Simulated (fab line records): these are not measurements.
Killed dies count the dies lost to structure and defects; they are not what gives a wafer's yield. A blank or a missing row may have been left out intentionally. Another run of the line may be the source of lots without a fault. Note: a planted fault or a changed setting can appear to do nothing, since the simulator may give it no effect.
Split-lot experiment :: flow sfq_line :: route with 325 steps; 5 lots, 23 wafers read

== THE SPLIT ITSELF ==
At SFQ_TRILAYER_I2_VIA_LITHO_COAT_067 (resist thk 650 nm), the setting resist_thk_nm was moved away from the recipe's 650 nm on 7 of the 23 wafers read, by -3.5% to +4.8%. The other wafers ran this setting at the recipe's value.

The file shows no step between the split and the reading.

== THE READING ==
KrF_of_TRILAYER_I2_VIA_LITHO_COAT_067.thk_nm (the simulator's own value, which no gauge read), in nm, at SFQ_TRILAYER_I2_VIA_BARC_OPEN_VIA_ETCH_096 (etches BARC in O2, target depth 125 nm, time 41.7 s). The file gives no usual value for it. Average 573.4 nm, standard deviation 2.1 nm, over the 16 wafers here run with the recipe.

wafer: L075.1
tool, chamber at the split: litho_track-02, 0
resist_thk_nm as run, nm: 650
against the recipe: recipe
KrF_of_TRILAYER_I2_VIA_LITHO_COAT_067.thk_nm, nm: 571.4
against lot-mates on the recipe: -

wafer: L075.2
tool, chamber at the split: litho_track-02, 0
resist_thk_nm as run, nm: 627.1
against the recipe: -3.5%
KrF_of_TRILAYER_I2_VIA_LITHO_COAT_067.thk_nm, nm: 546.7
against lot-mates on the recipe: -23.2

wafer: L075.3
tool, chamber at the split: litho_track-02, 0
resist_thk_nm as run, nm: 650
against the recipe: recipe
KrF_of_TRILAYER_I2_VIA_LITHO_COAT_067.thk_nm, nm: 568.6
against lot-mates on the recipe: -

wafer: L075.5
tool, chamber at the split: litho_track-02, 0
resist_thk_nm as run, nm: 627.1
against the recipe: -3.5%
KrF_of_TRILAYER_I2_VIA_LITHO_COAT_067.thk_nm, nm: 546.1
against lot-mates on the recipe: -23.8

wafer: L075.6
tool, chamber at the split: litho_track-02, 0
resist_thk_nm as run, nm: 650
against the recipe: recipe
KrF_of_TRILAYER_I2_VIA_LITHO_COAT_067.thk_nm, nm: 569.7
against lot-mates on the recipe: -

wafer: L080.1
tool, chamber at the split: litho_track-04, 0
resist_thk_nm as run, nm: 650
against the recipe: recipe
KrF_of_TRILAYER_I2_VIA_LITHO_COAT_067.thk_nm, nm: 576
against lot-mates on the recipe: -

wafer: L080.3
tool, chamber at the split: litho_track-04, 0
resist_thk_nm as run, nm: 650
against the recipe: recipe
KrF_of_TRILAYER_I2_VIA_LITHO_COAT_067.thk_nm, nm: 573.9
against lot-mates on the recipe: -

wafer: L080.4
tool, chamber at the split: litho_track-04, 0
resist_thk_nm as run, nm: 650
against the recipe: recipe
KrF_of_TRILAYER_I2_VIA_LITHO_COAT_067.thk_nm, nm: 575.7
against lot-mates on the recipe: -

wafer: L080.5
tool, chamber at the split: litho_track-04, 0
resist_thk_nm as run, nm: 680.9
against the recipe: +4.8%
KrF_of_TRILAYER_I2_VIA_LITHO_COAT_067.thk_nm, nm: 602.7
against lot-mates on the recipe: +27.5

wafer: L080.6
tool, chamber at the split: litho_track-04, 0
resist_thk_nm as run, nm: 680.9
against the recipe: +4.8%
KrF_of_TRILAYER_I2_VIA_LITHO_COAT_067.thk_nm, nm: 603.4
against lot-mates on the recipe: +28.2

wafer: L082.1
tool, chamber at the split: litho_track-04, 0
resist_thk_nm as run, nm: 631.2
against the recipe: -2.9%
KrF_of_TRILAYER_I2_VIA_LITHO_COAT_067.thk_nm, nm: 555.9
against lot-mates on the recipe: -19.4

wafer: L082.2
tool, chamber at the split: litho_track-04, 0
resist_thk_nm as run, nm: 650
against the recipe: recipe
KrF_of_TRILAYER_I2_VIA_LITHO_COAT_067.thk_nm, nm: 576.1
against lot-mates on the recipe: -

wafer: L082.4
tool, chamber at the split: litho_track-04, 0
resist_thk_nm as run, nm: 650
against the recipe: recipe
KrF_of_TRILAYER_I2_VIA_LITHO_COAT_067.thk_nm, nm: 574.4
against lot-mates on the recipe: -

wafer: L082.5
tool, chamber at the split: litho_track-04, 0
resist_thk_nm as run, nm: 631.2
against the recipe: -2.9%
KrF_of_TRILAYER_I2_VIA_LITHO_COAT_067.thk_nm, nm: 556.4
against lot-mates on the recipe: -18.9

wafer: L082.6
tool, chamber at the split: litho_track-04, 0
resist_thk_nm as run, nm: 631.2
against the recipe: -2.9%
KrF_of_TRILAYER_I2_VIA_LITHO_COAT_067.thk_nm, nm: 557.3
against lot-mates on the recipe: -18.0

wafer: L084.1
tool, chamber at the split: litho_track-04, 0
resist_thk_nm as run, nm: 650
against the recipe: recipe
KrF_of_TRILAYER_I2_VIA_LITHO_COAT_067.thk_nm, nm: 572.6
against lot-mates on the recipe: -

wafer: L084.2
tool, chamber at the split: litho_track-04, 0
resist_thk_nm as run, nm: 650
against the recipe: recipe
KrF_of_TRILAYER_I2_VIA_LITHO_COAT_067.thk_nm, nm: 573.4
against lot-mates on the recipe: -

wafer: L084.4
tool, chamber at the split: litho_track-04, 0
resist_thk_nm as run, nm: 650
against the recipe: recipe
KrF_of_TRILAYER_I2_VIA_LITHO_COAT_067.thk_nm, nm: 572
against lot-mates on the recipe: -

wafer: L084.5
tool, chamber at the split: litho_track-04, 0
resist_thk_nm as run, nm: 650
against the recipe: recipe
KrF_of_TRILAYER_I2_VIA_LITHO_COAT_067.thk_nm, nm: 572.7
against lot-mates on the recipe: -

wafer: L084.6
tool, chamber at the split: litho_track-04, 0
resist_thk_nm as run, nm: 650
against the recipe: recipe
KrF_of_TRILAYER_I2_VIA_LITHO_COAT_067.thk_nm, nm: 573.1
against lot-mates on the recipe: -

wafer: L085.2
tool, chamber at the split: litho_track-02, 0
resist_thk_nm as run, nm: 650
against the recipe: recipe
KrF_of_TRILAYER_I2_VIA_LITHO_COAT_067.thk_nm, nm: 574.6
against lot-mates on the recipe: -

wafer: L085.3
tool, chamber at the split: litho_track-02, 0
resist_thk_nm as run, nm: 650
against the recipe: recipe
KrF_of_TRILAYER_I2_VIA_LITHO_COAT_067.thk_nm, nm: 574.6
against lot-mates on the recipe: -

wafer: L085.4
tool, chamber at the split: litho_track-02, 0
resist_thk_nm as run, nm: 650
against the recipe: recipe
KrF_of_TRILAYER_I2_VIA_LITHO_COAT_067.thk_nm, nm: 575.1
against lot-mates on the recipe: -

THE FIT
A straight line over all 23 wafers: KrF_of_TRILAYER_I2_VIA_LITHO_COAT_067.thk_nm changes by +6.49 nm for each +1% of resist_thk_nm; r = +0.99; the points scatter about the line by 2.4 nm.
The same after taking each lot's own level away (the mean of its wafers on the recipe; 23 wafers): +6.21 nm for each +1%; r = +1.00; scatter 0.97 nm.
Per that fit: largest resist_thk_nm move, reading shift of 30 nm.
Across the lots, their own levels run from 569.90 to 575.25 nm, a range of 2.6 times the standard deviation given above.
The two slopes agree, so the slope changes little with the lot-to-lot level.
Check: for one of the wafers moved furthest among these (+4.8%), held out of the fit, the line's prediction against its lot-mates is +29.9 nm. Against them it came out at +27.5 nm.

== OTHER SPLITS ON THESE WAFERS ==
Note: prior to the reading, these wafers also went through further splits. Each is held against what the fit with the lots' levels taken away leaves over:
other split on the same wafers: SFQ_TRILAYER_I1_VIA_BARC_OPEN_VIA_ETCH_071 time_s
wafers away from the commonest value: 7
r with KrF_of_TRILAYER_I2_VIA_LITHO_COAT_067.thk_nm (lot level and that fit taken away): +0.56

other split on the same wafers: SFQ_TRILAYER_M2_LITHO_COAT_057 spin_rpm
wafers away from the commonest value: 9
r with KrF_of_TRILAYER_I2_VIA_LITHO_COAT_067.thk_nm (lot level and that fit taken away): -0.14

other split on the same wafers: SFQ_TRILAYER_M2_LITHO_EXPOSE_058 dose_mj
wafers away from the commonest value: 4
r with KrF_of_TRILAYER_I2_VIA_LITHO_COAT_067.thk_nm (lot level and that fit taken away): -0.38

other split on the same wafers: SFQ_TRILAYER_I2_DEP_PECVD_063 time_s
wafers away from the commonest value: 9
r with KrF_of_TRILAYER_I2_VIA_LITHO_COAT_067.thk_nm (lot level and that fit taken away): +0.11

== THE WHOLE CHAIN: every reading that the file lists as answering this split, in the file's order ==
step: SFQ_TRILAYER_I2_VIA_LITHO_COAT_067
what it does: resist thk 650 nm
reading: KrF_of_TRILAYER_I2_VIA_LITHO_COAT_067.thk_nm (the simulator's own value, which no gauge read)
change (the file's fit): +6.31 nm for each +1% of the setting
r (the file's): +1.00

step: SFQ_TRILAYER_I2_VIA_BARC_OPEN_VIA_ETCH_096
what it does: etches BARC in O2, target depth 125 nm, time 41.7 s
reading: KrF_of_TRILAYER_I2_VIA_LITHO_COAT_067.thk_nm (the simulator's own value, which no gauge read)
change (the file's fit): +6.21 nm for each +1% of the setting
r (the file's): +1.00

== FILE'S OWN FIT ==
KrF_of_TRILAYER_I2_VIA_LITHO_COAT_067.thk_nm changes by +6.21 nm for each +1% of resist_thk_nm, r = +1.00.
